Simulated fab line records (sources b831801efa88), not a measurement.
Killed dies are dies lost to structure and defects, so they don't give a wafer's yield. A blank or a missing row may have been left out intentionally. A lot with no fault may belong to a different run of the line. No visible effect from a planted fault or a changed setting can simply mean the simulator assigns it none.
A lot that was struck, set against a sound lot + flow sky130 + 16 steps out of a route of 708
Sound: the wafers L805.1, L805.4, L805.6. Wafers struck: L813.1, L813.4, L813.6. The cause is named last.
Per side, at each step with rows, come the tool, then ch with its chambers, and then its first start. Under that, the readings that differ: sound wafers + struck wafers + difference of the means + sigmas: that difference in standard deviations of wafers without a fault.
alike: a reading whose means differ by less than 2 such deviations, as well as words and numbers matching on both sides. not compared: withheld readings; readings where some wafer has no value; bounds like >300 that might hide an equal value; numbers whose values overlap and for which the record gives no deviation.
A row with sigmas, a row that says differs or no value, or rows on one side alone: a step with any of these is where the two part. When numbers do not overlap yet have no deviation, they are printed without sigmas and do not part them. Lack of a reading on every wafer of one side parts them only where that side has two or more wafers.

first, 7 steps without rows for these wafers: SKY_METAL3_HMDS_06 (prime time 60 s); SKY_METAL3_COAT_07 (resist thk 60 nm); SKY_METAL3_COAT_08 (resist thk 1140 nm); SKY_METAL3_SOFTBAKE_09 (time 90 s); SKY_METAL3_EXPOSE_10 (exposes mask MM3, target cd 300 nm); SKY_METAL3_PEB_11; SKY_METAL3_DEVELOP_12 (develop time 60 s).
SKY_METAL3_CD_MEAS_13: the cd target is 300 nm.
  struck on cdSem-02, day 42 06:31; sound on cdSem-02, day 39 19:34
| reading   | sound             | struck            | difference | sigmas |
|-----------|-------------------|-------------------|------------|--------|
| cdNm (nm) | 301.2 300.8 300.4 | 298.1 297.5 298.7 | -2.7       | -2     |
SKY_METAL3_OVL_MEAS_14:
  struck on overlay-02, day 42 06:38; sound on overlay-02, day 39 19:41
  alike: METAL3_OVL
SKY_METAL3_DESCUM_15: chemistry O2, time 8 s.
  sound on rieMetal-01 ch 0,1, day 39 19:44; struck on rieMetal-02 ch 0,1, day 42 06:41
  alike: drypumpMotorCurrentA, heBacksideLeakSccm, oesProductAu
  not compared: rfHoursCounterH
SKY_METAL3_ETCH_16: etches BARC in N2/H2, stops on SiO2, time 88.2 s, target depth 60 nm.
  sound on rieMetal-01 ch 0,1, day 39 19:46; struck on rieMetal-02 ch 0,1, day 42 06:43
| reading                   | sound          | struck         | difference | sigmas |
|---------------------------|----------------|----------------|------------|--------|
| heBacksideLeakSccm (sccm) | 3.03 3.06 3.12 | 3.79 3.74 3.47 | +0.60      | +3     |
  alike: biasW, drypumpMotorCurrentA, oesProductAu, throttleValvePct
  not compared: rfHoursCounterH
SKY_METAL3_ETCH_17: etches SiO2 in C4F8/O2/Ar, stops on TiN, time 3.9 s, target depth 15 nm.
  sound on rieDiel-04 ch 0,3, day 39 19:52; struck on rieDiel-02 ch 0,2, day 42 06:49
  alike: biasW, oesProductAu
  not compared: rfHoursCounterH
SKY_METAL3_METAL_ETCH_18: etches the open film in Cl2/BCl3, stops on SiO2, target depth 845 nm, time 183.1 s.
  sound on rieMetal-02 ch 0,1, day 39 19:53; struck on rieMetal-03 ch 0,1, day 42 06:50
| reading                                      | sound             | struck            | difference | sigmas |
|----------------------------------------------|-------------------|-------------------|------------|--------|
| biasW (W)                                    | 48.40 48.34 48.46 | 39.11 39.29 39.39 | -9.14      | -61    |
| model.KrF-thick_of_METAL3_COAT_08.thkNm (nm) | 526.4 526.9 543.8 | 553.5 546.4 573.8 | +25.5      |        |
  alike: drypumpMotorCurrentA, heBacksideLeakSccm, oesProductAu, throttleValvePct
  not compared: rfHoursCounterH, model.SiO2_of_VIA2_HDPCVD_00.thkNm
SKY_METAL3_STRIP_19: strips in O2/N2.
  sound on plasmaAsher-04 ch 0,1, day 39 20:03; struck on plasmaAsher-02 ch 0,1, day 42 07:01
| reading                  | sound          | struck         | difference | sigmas |
|--------------------------|----------------|----------------|------------|--------|
| stripTimeToEndpointS (s) | 6.52 6.53 6.70 | 6.79 6.71 7.01 | +0.25      | +2     |
  alike: drypumpMotorCurrentA, oesProductAu
  not compared: rfHoursCounterH
then, 1 step without rows for these wafers: SKY_METAL3_STRIP_20 (strips in post etch residue remover, time 1200 s).
-- the record jumps here: 6 days lie between the struck wafers' starts before and after (it left off in module METAL3 and takes up again in module PAD_OPEN, whose first step shown is number 708 of the route) --
SKY_PAD_OPEN_PROBE_99:
  struck on prober-02, day 48 17:41; sound on prober-01, day 46 18:37
| reading                | sound          | struck         | difference | sigmas |
|------------------------|----------------|----------------|------------|--------|
| defectLimitedYield (%) | 83.3 86.2 87.2 | 82.5 78.7 82.1 | -4.5       | -2     |
| killedAtOther          | 0 0 0          | 2 2 1          | +2         | +3     |
| killedDies             | 82 68 63       | 86 105 88      | +22        | +2     |
| sortNPass              | 410 424 429    | 406 387 404    | -22        | -2     |
| sortYieldPct (%)       | 83.3 86.2 87.2 | 82.5 78.7 82.1 | -4.5       | -2     |
  alike: killed_at_M0_to_M3, killed_at_M4_up, killedAtContacts, killedAtFrontEnd, killedOpen, killedShort, sort_bin_3_pad_short, sort_bin_5_function, sort_bin_6_memory

## WHERE THEY PART
At SKY_METAL3_CD_MEAS_13 first; at SKY_PAD_OPEN_PROBE_99 last (within this record only).

WHY: the cause the simulator had injected
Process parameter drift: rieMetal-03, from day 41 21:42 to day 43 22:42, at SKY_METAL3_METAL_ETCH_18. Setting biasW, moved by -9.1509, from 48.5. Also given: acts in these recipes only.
